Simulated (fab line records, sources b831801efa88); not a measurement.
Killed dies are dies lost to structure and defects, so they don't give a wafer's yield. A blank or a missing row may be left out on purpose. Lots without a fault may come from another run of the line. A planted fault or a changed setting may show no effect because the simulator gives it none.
fab line records | flow sky130
record lots=6 wafers=18 last_day=50
route steps=708 shown VT_ADJUST_HVTR@139 VT_ADJUST_PCH@143 SONOS_TUNNEL@154 PAD_OPEN@708
lots that met no fault: from a run of the same line without faults
start_h: hours from the record's first day to the start of the lot's first wafer shown | wait_h: hours since the lot's step before | " the same as in the row above | L1.1+2: a row that stands for several wafers | - no value, or no start given | * or withheld: withheld | < > ~ a bound
route shown NAME@n: a module of which the file shows steps, and the number in the route of the first | usual: mean/standard deviation of fault-free wafers | same: alike in all rows | chamber/n: place in a boat | sites: the reading at each site | _std_site: their standard deviation | _edge_site: outer sites' mean less inner sites' | radius_mm: how far each site lies from the wafer's centre | mask NAME#n: copy n | behind: the tool/chamber that last shaped the wafer | hold: why the lot was held/for how many hours/how that ended | device: the transistor (n, p or np) that didn't switch | end of line: the same wafers' tests at the end of the route | a step without rows: its recipe alone | killed: dies lost to structure and defects at the first sort, not the wafer's yield | map: a wafer's dies, x killed, . not, _ none there
set.NAME: the setting as run; set.NAME@STEP: as run at that earlier step | model.NAME: the simulator's own value behind a step, which no gauge read
lots at some steps of the route; a table a step, a row a wafer
services: from which hour (start_h, from the record's first day; less than 0 if before it) a tool's chamber was out of use, for how many hours, and why
## steps
# step SKY_VT_ADJUST_HVTR_OVL_MEAS_08
# usual VT_ADJUST_HVTR_OVL=-0.6/1.5
# columns lot.wafer tool chamber start_h wait_h VT_ADJUST_HVTR_OVL[nm]
L774.2 overlay-02 - 232.49 0.1 -0.7
L774.3 " - " " -0.6
L774.5 " - " " -0.8
L781.2 overlay-01 - 278.28 0.1 0.6
L781.4 " - " " 1.6
L781.6 " - " " -0.6
L791.1 overlay-02 - 355.17 0.1 -1.5
L791.2 " - " " 1.8
L791.6 " - " " 2.0
L792.1 overlay-02 - 361.28 0.1 -0.1
L792.3 " - " " -0.4
L792.4 " - " " -0.3
L793.1 overlay-02 - 368.88 0.1 -0.5
L793.5 " - " " -3.3
L793.6 " - " " -0.9
L794.3 overlay-01 - 372.17 0.1 0.1
L794.4 " - " " -0.5
L794.5 " - " " -0.9
# step SKY_VT_ADJUST_HVTR_IMPLANT_09
# recipe species=B energy_kev=10 dose_cm2=2.1e+12 tilt_deg=withheld
# step SKY_VT_ADJUST_HVTR_STRIP_10
# recipe chemistry=O2/N2 power_w=1400 pressure_mtorr=1500 platen_temp_c=withheld o2_flow_sccm=3000 n2_flow_sccm=300 overash_fraction=0.5
# usual drypump_motor_current_A=5.6/0.33 oes_product_au=0.715/0.0047 strip_time_to_endpoint_s=14.21/0.038
# columns lot.wafer tool chamber start_h wait_h drypump_motor_current_A oes_product_au rf_hours_counter_h strip_time_to_endpoint_s
L774.2 plasma_asher-03 0 232.67 0.1 5.6 0.719 50 14.15
L774.3 " 0 " " 5.6 0.720 - 14.23
L774.5 " 1 " " 5.8 0.720 - 14.21
L781.2 plasma_asher-02 0 278.46 0.1 5.3 0.720 15 14.17
L781.4 " 0 " " 5.3 0.715 - 14.16
L781.6 " 1 " " 5.7 0.721 - 14.21
L791.1 plasma_asher-03 0 355.35 0.1 5.6 0.711 62 14.20
L791.2 " 1 " " 5.8 0.715 62 14.20
L791.6 " 0 " " 5.6 0.715 - 14.19
L792.1 plasma_asher-02 0 361.46 0.1 5.3 0.713 24 14.21
L792.3 " 0 " " 5.3 0.719 - 14.19
L792.4 " 1 " " 5.7 0.722 - 14.22
L793.1 plasma_asher-03 1 369.06 0.1 5.8 0.712 63 14.22
L793.5 " 1 " " 5.8 0.721 - 14.20
L793.6 " 0 " " 5.6 0.719 - 14.23
L794.3 plasma_asher-03 1 372.37 0.1 5.8 0.721 - 14.24
L794.4 " 0 " " 5.5 0.720 - 14.27
L794.5 " 1 " " 5.8 0.715 - 14.23
# step SKY_VT_ADJUST_HVTR_TW_MEAS_11
# usual VT_ADJUST_HVTR_TW=212.8/1.2
# columns lot.wafer tool chamber start_h wait_h VT_ADJUST_HVTR_TW
L774.2 film_metro-01 - 232.78 0.1 213.4
L774.3 " - " " 213.2
L774.5 " - " " 212.1
L781.2 film_metro-02 - 278.57 0.1 212.2
L781.4 " - " " 211.0
L781.6 " - " " 212.0
L791.1 film_metro-04 - 355.45 0.1 211.3
L791.2 " - " " 213.5
L791.6 " - " " 212.0
L792.1 film_metro-02 - 361.56 0.1 211.7
L792.3 " - " " 210.5
L792.4 " - " " 211.4
L793.1 film_metro-04 - 369.16 0.1 212.8
L793.5 " - " " 213.6
L793.6 " - " " 212.9
L794.3 film_metro-02 - 372.46 0.1 211.4
L794.4 " - " " 210.8
L794.5 " - " " 211.4
# step SKY_VT_ADJUST_PCH_DEHYDRATE_00
# recipe temp_c=200 time_s=60
# step SKY_VT_ADJUST_PCH_HMDS_01
# recipe prime_time_s=60 prime_temp_c=120
# step SKY_VT_ADJUST_PCH_COAT_02
# recipe spin_rpm=2000 resist_thk_nm=3000
# step SKY_VT_ADJUST_PCH_SOFTBAKE_03
# recipe temp_c=110 time_s=withheld
# step SKY_VT_ADJUST_PCH_EXPOSE_04
# recipe mask_id=NWM na=0.6 source_shape=conventional sigma_outer=0.6 polarization=unpolarized target_cd_nm=840 dose_mj=255
# step SKY_VT_ADJUST_PCH_PEB_05
# recipe temp_c=115 time_s=withheld
# step SKY_VT_ADJUST_PCH_DEVELOP_06
# recipe wall_angle_deg=90 developer=TMAH develop_time_s=60 dev_temp_c=23
# step SKY_VT_ADJUST_PCH_OVL_MEAS_07
# usual VT_ADJUST_PCH_OVL=-0.4/1.3
# columns lot.wafer tool chamber start_h wait_h VT_ADJUST_PCH_OVL[nm]
L774.2 overlay-01 - 255.62 - -1.3
L774.3 " - " " 0.8
L774.5 " - " " -1.0
L781.2 overlay-01 - 303.54 - -0.1
L781.4 " - " " 0.9
L781.6 " - " " 0.0
L791.1 overlay-01 - 383.41 - 0.5
L791.2 " - " " -2.1
L791.6 " - " " -0.7
L792.1 overlay-01 - 390.48 - -2.3
L792.3 " - " " -2.2
L792.4 " - " " -2.6
L793.1 overlay-01 - 397.83 - 0.8
L793.5 " - " " -1.0
L793.6 " - " " -0.6
L794.3 overlay-01 - 401.25 - 0.4
L794.4 " - " " -0.7
L794.5 " - " " 0.2
# step SKY_VT_ADJUST_PCH_IMPLANT_08
# recipe species=B energy_kev=10 dose_cm2=5e+11 tilt_deg=withheld
# usual dose_ions_cm2=4.998e+11/5.4e+08 faraday_current_uA=2.82/0.052
# columns lot.wafer tool chamber start_h wait_h dose_ions_cm2 faraday_current_uA
L774.2 implanter-01 0 255.93 0.3 4.995e+11 2.77
L774.3 " 0 " " 5.001e+11 2.83
L774.5 " 0 " " 4.993e+11 2.78
L781.2 implanter-04 0 303.87 0.3 5.004e+11 2.84
L781.4 " 0 " " 5.004e+11 2.79
L781.6 " 0 " " 4.995e+11 2.85
L791.1 implanter-01 0 383.45 0.0 1.788e+11 1.00
L791.2 " 0 " " 1.782e+11 1.00
L791.6 " 0 " " 1.792e+11 1.01
L792.1 implanter-01 0 390.52 0.0 1.798e+11 1.01
L792.3 " 0 " " 1.788e+11 1.00
L792.4 " 0 " " 1.787e+11 1.01
L793.1 implanter-02 0 397.87 0.0 4.993e+11 2.85
L793.5 " 0 " " 4.992e+11 2.87
L793.6 " 0 " " 4.994e+11 2.84
L794.3 implanter-04 0 401.32 0.1 4.996e+11 2.81
L794.4 " 0 " " 5.005e+11 2.78
L794.5 " 0 " " 4.985e+11 2.79
# step SKY_VT_ADJUST_PCH_STRIP_09
# recipe chemistry=O2/N2 power_w=1400 pressure_mtorr=1500 platen_temp_c=withheld o2_flow_sccm=3000 n2_flow_sccm=300 overash_fraction=0.5
# usual drypump_motor_current_A=5.6/0.38 oes_product_au=0.723/0.0044 strip_time_to_endpoint_s=36.91/0.098
# columns lot.wafer tool chamber start_h wait_h drypump_motor_current_A oes_product_au rf_hours_counter_h strip_time_to_endpoint_s
L774.2 plasma_asher-02 1 256.05 0.1 5.7 0.725 13 36.92
L774.3 " 1 " " 5.7 0.716 - 37.05
L774.5 " 1 " " 5.6 0.719 - 37.05
L781.2 plasma_asher-02 0 303.99 0.1 5.3 0.728 18 36.96
L781.4 " 1 " " 5.7 0.730 - 37.01
L781.6 " 0 " " 5.3 0.720 - 36.95
L791.1 plasma_asher-03 0 383.60 0.1 5.5 0.720 64 37.08
L791.2 " 1 " " 5.8 0.726 64 36.90
L791.6 " 0 " " 5.5 0.722 - 36.81
L792.1 plasma_asher-03 0 390.67 0.1 5.5 0.727 65 36.88
L792.3 " 1 " " 5.8 0.721 - 36.87
L792.4 " 0 " " 5.6 0.724 - 36.80
L793.1 plasma_asher-03 0 398.02 0.1 5.6 0.722 66 36.73
L793.5 " 1 " " 5.8 0.732 - 36.91
L793.6 " 0 " " 5.6 0.720 - 36.89
L794.3 plasma_asher-01 1 401.45 0.1 6.1 0.721 - 36.95
L794.4 " 0 " " 5.0 0.722 - 36.94
L794.5 " 1 " " 6.1 0.723 - 36.89
# step SKY_VT_ADJUST_PCH_TW_MEAS_10
# usual VT_ADJUST_PCH_TW=143.5/0.9
# columns lot.wafer tool chamber start_h wait_h VT_ADJUST_PCH_TW
L774.2 film_metro-01 - 256.16 0.1 143.9
L774.3 " - " " 143.9
L774.5 " - " " 143.3
L781.2 film_metro-01 - 304.10 0.1 144.0
L781.4 " - " " 144.2
L781.6 " - " " 143.8
L791.1 film_metro-01 - 383.70 0.1 112.5
L791.2 " - " " 111.9
L791.6 " - " " 112.9
L792.1 film_metro-03 - 390.77 0.1 109.9
L792.3 " - " " 109.8
L792.4 " - " " 109.5
L793.1 film_metro-02 - 398.12 0.1 142.6
L793.5 " - " " 142.7
L793.6 " - " " 142.9
L794.3 film_metro-02 - 401.54 0.1 143.2
L794.4 " - " " 143.6
L794.5 " - " " 142.6
# step SKY_SONOS_TUNNEL_DEHYDRATE_00
# recipe temp_c=200 time_s=60
# step SKY_PAD_OPEN_PROBE_99
# usual killed_at_M0_to_M3=43/7.1 killed_at_M4_up=3.2/1.9 killed_at_contacts=23/5.1 killed_at_front_end=15/4.5 killed_at_other=0.4/0.65 killed_dies=85/9.4 killed_open=47/6.8 killed_short=38/6.1
# same gross_dies=492 killed_at_back_side=0
# columns lot.wafer tool chamber start_h wait_h killed_at_M0_to_M3 killed_at_M4_up killed_at_contacts killed_at_front_end killed_at_other killed_dies killed_open killed_short model.etest.nfet_16v.r_on_ohm_um model.etest.pfet_g5v0d10v5.r_on_ohm_um model.etest.pfet_g5v0d10v5.drive_ua_um model.etest.pfet_01v8_lvt.drive_ua_um model.etest.pfet_16v.drive_ua_um model.etest.pfet_01v8_mvt.drive_ua_um model.etest.pfet_01v8_lvt.off_log10_a_um model.etest.pfet_g5v0d10v5.off_log10_a_um
L774.2 prober-01 - 1109.91 0.1 49 3 27 12 2 93 57 36 1.404e+04 4701 346.2 172.5 247.1 150.2 -8.908 -12.39
L774.3 prober-01 - 1109.96 0.2 54 6 27 13 0 100 48 52 1.427e+04 4728 339.1 170.9 246.7 148.4 -8.777 -12.44
L774.5 prober-01 - 1110.06 0.2 44 3 11 21 0 79 41 38 1.411e+04 4661 347.3 172.8 250.2 151.7 -8.993 -12.15
L781.2 prober-02 - 1147.80 0.1 50 3 16 20 0 89 50 39 1.401e+04 4655 346.8 169.8 242.2 155.2 -9.248 -12.61
L781.4 prober-02 - 1147.90 0.2 41 4 26 19 1 91 48 43 1.402e+04 4708 344.9 168.1 244.8 153.8 -9.254 -12.82
L781.6 prober-02 - 1148.00 0.2 55 1 22 23 1 102 57 44 1.406e+04 4675 348 171.1 243 156.5 -9.244 -12.44
L791.1 prober-02 - 1193.46 0.1 40 5 19 10 0 74 37 37 1.366e+04 4985 318.3 162.9 231.5 149.9 -10.18 -13.59
L791.2 prober-02 - 1193.51 0.1 36 2 15 10 1 64 38 26 1.37e+04 4926 324.1 162.7 233.7 150.3 -10.23 -13.66
L791.6 prober-02 - 1193.71 0.2 35 2 23 13 0 73 40 33 1.369e+04 4977 319.3 164 235.4 151.2 -10.12 -13.55
L792.1 prober-01 - 1198.58 0.1 45 4 23 9 0 81 33 48 1.353e+04 4879 329 165 240.8 143.5 -9.838 -13.46
L792.3 prober-01 - 1198.68 0.2 41 1 20 17 0 79 41 36 1.369e+04 4846 333.2 163.3 241.3 141.8 -9.973 -13.47
L792.4 prober-01 - 1198.73 0.2 23 7 27 14 1 72 45 25 1.373e+04 4916 330.4 162.6 239.2 140.9 -9.933 -13.51
L793.1 prober-02 - 1203.68 0.1 52 6 33 9 0 100 59 41 1.405e+04 4651 341.4 175.8 249.4 150.3 -8.901 -12.52
L793.5 prober-02 - 1203.88 0.2 34 4 17 5 0 60 43 17 1.407e+04 4687 349.7 175.7 245.8 151.8 -8.958 -12.38
L793.6 prober-02 - 1203.93 0.2 47 3 23 17 0 90 41 49 1.399e+04 4660 345.5 174.2 249.3 153.2 -9.105 -12.59
L794.3 prober-02 - 1206.13 0.2 35 4 31 13 1 84 39 44 1.418e+04 4871 335.6 170.8 240.5 148.5 -9.479 -12.91
L794.4 prober-02 - 1206.18 0.2 47 4 24 13 0 88 45 43 1.42e+04 4875 331.3 168.9 243 147.2 -9.146 -12.99
L794.5 prober-02 - 1206.23 0.2 34 1 18 24 0 77 41 36 1.421e+04 4907 332.7 168.8 240.8 148.2 -9.3 -12.86
# killed by level:class
L774.2 CONTACT:geometric_particle:open=12 VIA1:geometric_particle:open=12 VIA2:geometric_particle:open=11 VIA1:geometric_particle:short=7 POLY_GATE:geometric_particle:open=5 LI_CONTACT:geometric_particle:open=5 METAL1:geometric_particle:short=5 VIA3:geometric_particle:open=5
L774.3 VIA1:geometric_particle:open=10 CONTACT:geometric_particle:open=9 FIELD_ISO:geometric_particle:short=7 VIA1:geometric_particle:short=7 VIA3:geometric_particle:open=7 LI_CONTACT:geometric_particle:short=6 VIA2:geometric_particle:open=6 METAL1:geometric_particle:short=5
L774.5 VIA1:geometric_particle:open=12 POLY_GATE:geometric_particle:open=6 VIA3:geometric_particle:open=6 METAL2:geometric_particle:short=5 VIA2:geometric_particle:short=5 VIA2:geometric_particle:open=5 FIELD_ISO:geometric_particle:short=4 METAL1:geometric_particle:short=4
L781.2 VIA1:geometric_particle:open=12 VIA2:geometric_particle:open=9 CONTACT:geometric_particle:open=9 VIA2:geometric_particle:short=8 FIELD_ISO:geometric_particle:short=5 VIA1:geometric_particle:short=5 FIELD_ISO:geometric_particle:open=4 POLY_GATE:geometric_particle:short=3
L781.4 VIA3:geometric_particle:open=13 CONTACT:geometric_particle:open=10 VIA1:geometric_particle:open=7 POLY_GATE:geometric_particle:open=6 METAL2:geometric_particle:short=6 LI_CONTACT:geometric_particle:open=5 FIELD_ISO:geometric_particle:short=4 LI_CONTACT:geometric_particle:short=4
L781.6 VIA1:geometric_particle:open=14 CONTACT:geometric_particle:open=10 VIA3:geometric_particle:open=8 METAL1:geometric_particle:short=6 VIA2:geometric_particle:open=6 FIELD_ISO:geometric_particle:short=5 METAL3:geometric_particle:short=5 FIELD_ISO:geometric_particle:open=4
L791.1 VIA1:geometric_particle:open=12 CONTACT:geometric_particle:short=7 CONTACT:geometric_particle:open=6 VIA3:geometric_particle:open=6 METAL1:geometric_particle:short=5 VIA1:geometric_particle:short=5 METAL2:geometric_particle:short=4 METAL4:geometric_particle:short=4
L791.2 VIA1:geometric_particle:open=7 VIA2:geometric_particle:open=5 CONTACT:geometric_particle:open=5 POLY_GATE:geometric_particle:open=4 LI_CONTACT:geometric_particle:open=4 VIA3:geometric_particle:open=4 VIA1:geometric_particle:short=4 VIA3:geometric_particle:short=4
L791.6 CONTACT:geometric_particle:open=12 VIA1:geometric_particle:open=6 VIA2:geometric_particle:open=6 FIELD_ISO:geometric_particle:short=5 CONTACT:geometric_particle:short=4 METAL2:geometric_particle:short=4 VIA3:geometric_particle:open=4 LI_CONTACT:geometric_particle:short=3
L792.1 METAL1:geometric_particle:short=9 VIA1:geometric_particle:short=9 VIA3:geometric_particle:open=9 LI_CONTACT:geometric_particle:open=7 LOCAL_INTERCONNECT:geometric_particle:short=6 METAL2:geometric_particle:short=6 CONTACT:geometric_particle:open=5 VIA1:geometric_particle:open=4
L792.3 VIA1:geometric_particle:open=14 LOCAL_INTERCONNECT:geometric_particle:short=7 LI_CONTACT:geometric_particle:open=5 VIA3:geometric_particle:open=5 METAL2:geometric_particle:short=5 VIA2:geometric_particle:open=5 FIELD_ISO:geometric_particle:short=4 POLY_GATE:geometric_particle:short=4
L792.4 CONTACT:geometric_particle:open=8 VIA1:geometric_particle:open=8 POLY_GATE:geometric_particle:open=6 CONTACT:geometric_particle:short=6 LI_CONTACT:geometric_particle:open=5 LI_CONTACT:geometric_particle:short=3 LOCAL_INTERCONNECT:geometric_particle:open=3 VIA2:geometric_particle:open=3
L793.1 CONTACT:geometric_particle:open=12 VIA2:geometric_particle:open=11 VIA1:geometric_particle:open=11 LOCAL_INTERCONNECT:geometric_particle:short=8 METAL1:geometric_particle:short=7 LI_CONTACT:geometric_particle:open=6 CONTACT:geometric_particle:short=5 VIA3:geometric_particle:open=5
L793.5 VIA3:geometric_particle:open=10 VIA1:geometric_particle:open=9 CONTACT:geometric_particle:open=7 VIA2:geometric_particle:open=6 LI_CONTACT:geometric_particle:open=3 VIA1:geometric_particle:short=3 METAL4:geometric_particle:open=2 FIELD_ISO:geometric_particle:open=2
L793.6 VIA1:geometric_particle:open=9 VIA1:geometric_particle:short=8 FIELD_ISO:geometric_particle:open=7 FIELD_ISO:geometric_particle:short=7 LI_CONTACT:geometric_particle:short=5 LI_CONTACT:geometric_particle:open=5 CONTACT:geometric_particle:short=5 VIA3:geometric_particle:open=5
L794.3 CONTACT:geometric_particle:open=14 FIELD_ISO:geometric_particle:short=7 METAL1:geometric_particle:short=6 VIA1:geometric_particle:open=6 CONTACT:geometric_particle:short=5 VIA1:geometric_particle:short=5 FIELD_ISO:geometric_particle:open=4 LI_CONTACT:geometric_particle:short=4
L794.4 VIA1:geometric_particle:open=10 LI_CONTACT:geometric_particle:open=9 VIA3:geometric_particle:open=7 CONTACT:geometric_particle:open=6 METAL1:geometric_particle:short=6 VIA1:geometric_particle:short=6 METAL2:geometric_particle:short=6 CONTACT:geometric_particle:short=5
L794.5 FIELD_ISO:geometric_particle:short=10 VIA3:geometric_particle:open=7 FIELD_ISO:geometric_particle:open=6 LI_CONTACT:geometric_particle:open=6 CONTACT:geometric_particle:short=5 VIA1:geometric_particle:open=5 POLY_GATE:geometric_particle:open=4 CONTACT:geometric_particle:open=4
## services
# columns tool chamber start_h hours kind
implanter-04 - 223.93 51.0 pm
plasma_asher-03 - 350.24 0.6 repair
implanter-02 - 355.92 4.7 pm
## key
first_sign step=SKY_VT_ADJUST_PCH_IMPLANT_08 reading=dose_ions_cm2 direction=down sigmas=99+ usual=* struck=*
effect step=SKY_VT_ADJUST_PCH_IMPLANT_08 reading=faraday_current_uA direction=down sigmas=35 usual=2.82 struck=1.00
effect step=SKY_VT_ADJUST_PCH_TW_MEAS_10 reading=VT_ADJUST_PCH_TW direction=down sigmas=36 usual=143.5 struck=111.1
model_effect step=SKY_PAD_OPEN_PROBE_99 value=etest.nfet_16v.r_on_ohm_um without=1.403e+04 struck=1.367e+04
met_at SKY_VT_ADJUST_PCH_IMPLANT_08
struck_wafers L791.1,L791.2,L791.6,L792.1,L792.3,L792.4
tester_left_out L791,L792
onset_between 255.93 383.45
fault kind=process_parameter_drift tool=implanter-01 chamber=- onset_h=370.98 steps=SKY_VT_ADJUST_PCH_IMPLANT_08 channel=dose_cm2 offset=* shape=step end_h=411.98 acts_in=* stated=*
# tester_left_out: of these lots the tester's yield and bins aren't shown, on N5 and GAA mostly nor the transistor test; their killed dies are dies lost to structure and defects alone, not to doping, threshold or leakage, so they don't give the yield
